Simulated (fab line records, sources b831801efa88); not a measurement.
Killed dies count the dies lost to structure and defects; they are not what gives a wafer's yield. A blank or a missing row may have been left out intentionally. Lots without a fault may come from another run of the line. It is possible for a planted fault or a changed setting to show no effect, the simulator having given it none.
Which tool was responsible? / flow gf180mcu / 36 wafers from 12 lots sampled at 5 of the route's 602 steps

## WHAT EACH GAUGE READ, for each wafer
GF_STI_THK_MEAS_24. Usual: STI_CVD_23_THK gives 650 nm (standard deviation 7.2).
lot=L763; measured=day 2 05:24; on=film_metro-02; STI_CVD_23_THK (nm)=644 652 642; flag=
lot=L764; measured=day 2 09:00; on=film_metro-02; STI_CVD_23_THK (nm)=650 648 649; flag=
lot=L766; measured=day 2 21:15; on=film_metro-02; STI_CVD_23_THK (nm)=654 651 646; flag=
lot=L767; measured=day 3 02:41; on=film_metro-03; STI_CVD_23_THK (nm)=657 660 646; flag=
lot=L771; measured=day 4 00:50; on=film_metro-03; STI_CVD_23_THK (nm)=648 656 662; flag=
lot=L775; measured=day 4 19:10; on=film_metro-03; STI_CVD_23_THK (nm)=641 649 646; flag=
lot=L777; measured=day 5 08:41; on=film_metro-03; STI_CVD_23_THK (nm)=636 645 650; flag=
lot=L779; measured=day 5 16:55; on=film_metro-02; STI_CVD_23_THK (nm)=636 645 643; flag=
lot=L782; measured=day 6 07:44; on=film_metro-03; STI_CVD_23_THK (nm)=656 651 655; flag=
lot=L783; measured=day 6 13:08; on=film_metro-03; STI_CVD_23_THK (nm)=649 656 657; flag=
lot=L785; measured=day 6 20:32; on=film_metro-02; STI_CVD_23_THK (nm)=636 644 640; flag=
lot=L786; measured=day 7 02:03; on=film_metro-01; STI_CVD_23_THK (nm)=646 639 640; flag=

GF_LVPWELL_OVL_MEAS_07. Usual: LVPWELL_OVL gives 0.5 nm (standard deviation 1.2).
lot=L763; measured=day 3 22:11; on=overlay-01; LVPWELL_OVL (nm)=-0.5 0.7 0.5; flag=
lot=L764; measured=day 4 02:02; on=overlay-01; LVPWELL_OVL (nm)=0.8 1.1 1.0; flag=
lot=L766; measured=day 4 16:49; on=overlay-01; LVPWELL_OVL (nm)=1.2 2.6 0.6; flag=
lot=L767; measured=day 4 21:53; on=overlay-01; LVPWELL_OVL (nm)=- - -; flag=OFF
lot=L771; measured=day 5 19:56; on=overlay-02; LVPWELL_OVL (nm)=1.9 -0.2 -0.4; flag=
lot=L775; measured=day 6 17:02; on=overlay-02; LVPWELL_OVL (nm)=2.0 -0.9 1.4; flag=
lot=L777; measured=day 7 12:43; on=overlay-01; LVPWELL_OVL (nm)=1.1 -0.5 -0.1; flag=
lot=L779; measured=day 7 19:53; on=overlay-01; LVPWELL_OVL (nm)=1.0 0.5 0.7; flag=
lot=L782; measured=day 8 09:56; on=overlay-02; LVPWELL_OVL (nm)=1.4 2.8 3.8; flag=
lot=L783; measured=day 8 15:41; on=overlay-02; LVPWELL_OVL (nm)=-0.4 -1.2 -0.3; flag=
lot=L785; measured=day 8 23:13; on=overlay-01; LVPWELL_OVL (nm)=0.1 0.4 4.6; flag=
lot=L786; measured=day 9 06:11; on=overlay-01; LVPWELL_OVL (nm)=0.0 0.6 -0.3; flag=

GF_LVPWELL_TW_MEAS_11. Usual: LVPWELL_TW gives 559.8 (standard deviation 2.6).
lot=L763; measured=day 3 22:38; on=film_metro-03; LVPWELL_TW=562.2 560.7 562.7; flag=
lot=L764; measured=day 4 02:29; on=film_metro-04; LVPWELL_TW=565.5 566.3 566.1; flag=
lot=L766; measured=day 4 17:15; on=film_metro-04; LVPWELL_TW=563.9 563.8 562.8; flag=
lot=L767; measured=day 4 22:19; on=film_metro-03; LVPWELL_TW=29.9 30.0 29.9 30.1 29.9 30.0; flag=OFF
lot=L771; measured=day 5 20:22; on=film_metro-04; LVPWELL_TW=556.8 562.3 556.3; flag=
lot=L775; measured=day 6 17:29; on=film_metro-03; LVPWELL_TW=559.2 556.8 557.1; flag=
lot=L777; measured=day 7 13:09; on=film_metro-02; LVPWELL_TW=560.3 562.2 563.3; flag=
lot=L779; measured=day 7 20:20; on=film_metro-02; LVPWELL_TW=562.5 558.7 563.2; flag=
lot=L782; measured=day 8 10:22; on=film_metro-04; LVPWELL_TW=560.1 559.3 559.2; flag=
lot=L783; measured=day 8 16:07; on=film_metro-03; LVPWELL_TW=562.4 559.5 564.4; flag=
lot=L785; measured=day 8 23:39; on=film_metro-03; LVPWELL_TW=558.4 558.8 557.2; flag=
lot=L786; measured=day 9 06:37; on=film_metro-03; LVPWELL_TW=558.0 557.3 555.2; flag=

## WHICH TOOL RAN EACH LOT (tool, then ch and the chambers of the sampled wafers, then the start)
lot=L763; GF_NWELL_STRIP_10=plasma_asher-03 ch 0,1, day 3 09:16; GF_LVPWELL_EXPOSE_04=iline_stepper-02 ch 0, day 3 16:16
lot=L764; GF_NWELL_STRIP_10=plasma_asher-03 ch 0,1, day 3 13:37; GF_LVPWELL_EXPOSE_04=iline_stepper-01 ch 0, day 3 19:42
lot=L766; GF_NWELL_STRIP_10=plasma_asher-02 ch 0,1, day 4 03:25; GF_LVPWELL_EXPOSE_04=iline_stepper-01 ch 0, day 4 10:02
lot=L767; GF_NWELL_STRIP_10=plasma_asher-03 ch 1, day 4 07:52; GF_LVPWELL_EXPOSE_04=iline_stepper-01 ch 0, day 4 14:35
lot=L771; GF_NWELL_STRIP_10=plasma_asher-03 ch 0,1, day 5 06:55; GF_LVPWELL_EXPOSE_04=iline_stepper-01 ch 0, day 5 14:11
lot=L775; GF_NWELL_STRIP_10=plasma_asher-02 ch 0,1, day 6 03:04; GF_LVPWELL_EXPOSE_04=iline_stepper-01 ch 0, day 6 10:11
lot=L777; GF_NWELL_STRIP_10=plasma_asher-02 ch 0,1, day 6 21:06; GF_LVPWELL_EXPOSE_04=iline_stepper-01 ch 0, day 7 04:44
lot=L779; GF_NWELL_STRIP_10=plasma_asher-02 ch 0,1, day 7 03:43; GF_LVPWELL_EXPOSE_04=iline_stepper-02 ch 0, day 7 12:18
lot=L782; GF_NWELL_STRIP_10=plasma_asher-03 ch 0,1, day 7 17:37; GF_LVPWELL_EXPOSE_04=iline_stepper-01 ch 0, day 8 01:20
lot=L783; GF_NWELL_STRIP_10=plasma_asher-02 ch 0,1, day 7 23:06; GF_LVPWELL_EXPOSE_04=iline_stepper-01 ch 0, day 8 07:35
lot=L785; GF_NWELL_STRIP_10=plasma_asher-02 ch 0,1, day 8 06:10; GF_LVPWELL_EXPOSE_04=iline_stepper-01 ch 0, day 8 14:45
lot=L786; GF_NWELL_STRIP_10=plasma_asher-03 ch 0,1, day 8 13:31; GF_LVPWELL_EXPOSE_04=iline_stepper-02 ch 0, day 8 22:30
- GF_NWELL_STRIP_10: strips in O2/N2.
- GF_LVPWELL_EXPOSE_04: exposes mask LVPWELL, target cd 600 nm.

## AS READ BY THE TOOLS THEMSELVES (means over the sampled wafers that have a number; for cases with no such wafer, the mark the record gives instead)
GF_NWELL_STRIP_10. Usual: drypump_motor_current_A 5.7 A, standard deviation 0.37; heater_power_w 307 W, standard deviation 41; oes_product_au 0.723 a.u., standard deviation 0.0045; strip_time_to_endpoint_s 36.91 s, standard deviation 0.095.
lot=L763; tool=plasma_asher-03; drypump_motor_current_A (A)=5.6; heater_power_w (W)=277; oes_product_au (a.u.)=0.722; strip_time_to_endpoint_s (s)=37.10; flag=
lot=L764; tool=plasma_asher-03; drypump_motor_current_A (A)=5.6; heater_power_w (W)=277; oes_product_au (a.u.)=0.723; strip_time_to_endpoint_s (s)=36.99; flag=
lot=L766; tool=plasma_asher-02; drypump_motor_current_A (A)=5.9; heater_power_w (W)=317; oes_product_au (a.u.)=0.721; strip_time_to_endpoint_s (s)=36.99; flag=
lot=L767; tool=plasma_asher-03; drypump_motor_current_A (A)=5.4; heater_power_w (W)=243; oes_product_au (a.u.)=0.721; strip_time_to_endpoint_s (s)=36.93; flag=
lot=L771; tool=plasma_asher-03; drypump_motor_current_A (A)=5.9; heater_power_w (W)=306; oes_product_au (a.u.)=0.723; strip_time_to_endpoint_s (s)=36.93; flag=
lot=L775; tool=plasma_asher-02; drypump_motor_current_A (A)=5.8; heater_power_w (W)=337; oes_product_au (a.u.)=0.722; strip_time_to_endpoint_s (s)=36.88; flag=
lot=L777; tool=plasma_asher-02; drypump_motor_current_A (A)=5.9; heater_power_w (W)=319; oes_product_au (a.u.)=0.721; strip_time_to_endpoint_s (s)=36.83; flag=
lot=L779; tool=plasma_asher-02; drypump_motor_current_A (A)=5.9; heater_power_w (W)=322; oes_product_au (a.u.)=0.726; strip_time_to_endpoint_s (s)=36.81; flag=
lot=L782; tool=plasma_asher-03; drypump_motor_current_A (A)=5.8; heater_power_w (W)=302; oes_product_au (a.u.)=0.723; strip_time_to_endpoint_s (s)=36.96; flag=
lot=L783; tool=plasma_asher-02; drypump_motor_current_A (A)=5.8; heater_power_w (W)=335; oes_product_au (a.u.)=0.721; strip_time_to_endpoint_s (s)=36.84; flag=
lot=L785; tool=plasma_asher-02; drypump_motor_current_A (A)=6.0; heater_power_w (W)=318; oes_product_au (a.u.)=0.724; strip_time_to_endpoint_s (s)=36.84; flag=
lot=L786; tool=plasma_asher-03; drypump_motor_current_A (A)=5.6; heater_power_w (W)=274; oes_product_au (a.u.)=0.720; strip_time_to_endpoint_s (s)=36.84; flag=

## THE ANSWER, worked out from the rows above alone
Rule: take the mean of a lot's wafers that have a number; if it is more than 3 standard deviations from the usual mean, the lot is off. Also off: a lot with no number at a reading for which 4 or more lots have one. The other lots that the step has rows for count as sound. Order of review: gauges by route order, followed by the tools' own readings, for which a lot's mean as printed above is used. At the first step where some lot is off, the reading lying furthest off is the one used; lots without a number count as furthest.
Off: L767, seen at GF_LVPWELL_OVL_MEAS_07 (LVPWELL_OVL). Without a number there: L767.
If a tool, at a process step before that reading, ran all the lots that are off and no sound lot after the first of them, it fits. The gauges at GF_LVPWELL_OVL_MEAS_07 aren't tried: what is off there is off at GF_LVPWELL_TW_MEAS_11 too, on other tools, and a gauge's error can't cause that. No candidate that was tried fits.

## WHAT THE SIMULATOR PUT IN
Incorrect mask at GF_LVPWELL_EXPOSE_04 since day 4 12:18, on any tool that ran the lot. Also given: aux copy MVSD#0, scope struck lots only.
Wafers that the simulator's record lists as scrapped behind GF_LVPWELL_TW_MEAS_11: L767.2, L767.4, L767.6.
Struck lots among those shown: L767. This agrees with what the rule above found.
